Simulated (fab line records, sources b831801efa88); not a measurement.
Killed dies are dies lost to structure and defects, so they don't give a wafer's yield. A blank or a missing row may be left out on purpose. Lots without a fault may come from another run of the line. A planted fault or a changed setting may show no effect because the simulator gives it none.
Chamber matching | flow gf180mcu | GF_V3_CMP_04 on cmp-01: 4 sister chambers
The step polishes SiO2. 8 wafers are shown with their chamber, then 7 later ones without.

WAFERS WITH THEIR CHAMBER
wafer  | chamber | motor_current_A (A) | time_to_endpoint_s (s)
L775.1 | 0       | 11.4                | 81
L775.5 | 3       | 11.4                | 85
L776.5 | 1       | 13.4                | 81
L776.6 | 2       | 13.6                | 83
L777.2 | 3       | 11.5                | 82
L777.3 | 0       | 11.8                | 81
L777.4 | 2       | 12.9                | 87
L780.1 | 1       | 13.7                | 82

WAFERS WITHOUT THEIR CHAMBER
wafer  | motor_current_A (A) | time_to_endpoint_s (s)
L780.4 | 12.0                | 74
L780.5 | 11.3                | 89
L782.2 | 13.1                | 92
L782.4 | 12.1                | 84
L782.5 | 13.1                | 92
L788.3 | 13.7                | 101
L788.5 | 13.5                | 77

WHICH CHAMBER EACH WENT THROUGH
wafer  | from the rows above          | in truth
L780.4 | can't be placed: 0 or 3      | 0
L780.5 | can't be placed: 3 or 0      | 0
L782.2 | 2                            | 2
L782.4 | can't be placed: 3 or 0 or 2 | 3
L782.5 | 2                            | 2
L788.3 | can't be placed: 2 or 1      | 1
L788.5 | 1                            | 1
Placed correctly: 3 of 7. Can't be placed from these rows: 4 (the true chamber is among the candidates in 4). Placed wrongly: 0.
How it was worked out, from the rows above alone: a wafer's distance from a chamber is the root of the sum, over the readings, of the square of ((its reading less the chamber's mean) divided by the reading's scatter). The wafer belongs to the nearest chamber; if the next one is less than 2 further off, it can't be placed. A chamber's mean is the mean of its shown wafers. The scatter: the root of (the sum of the squares of (reading less its chamber's mean) over the shown wafers, divided by (wafers less chambers)).
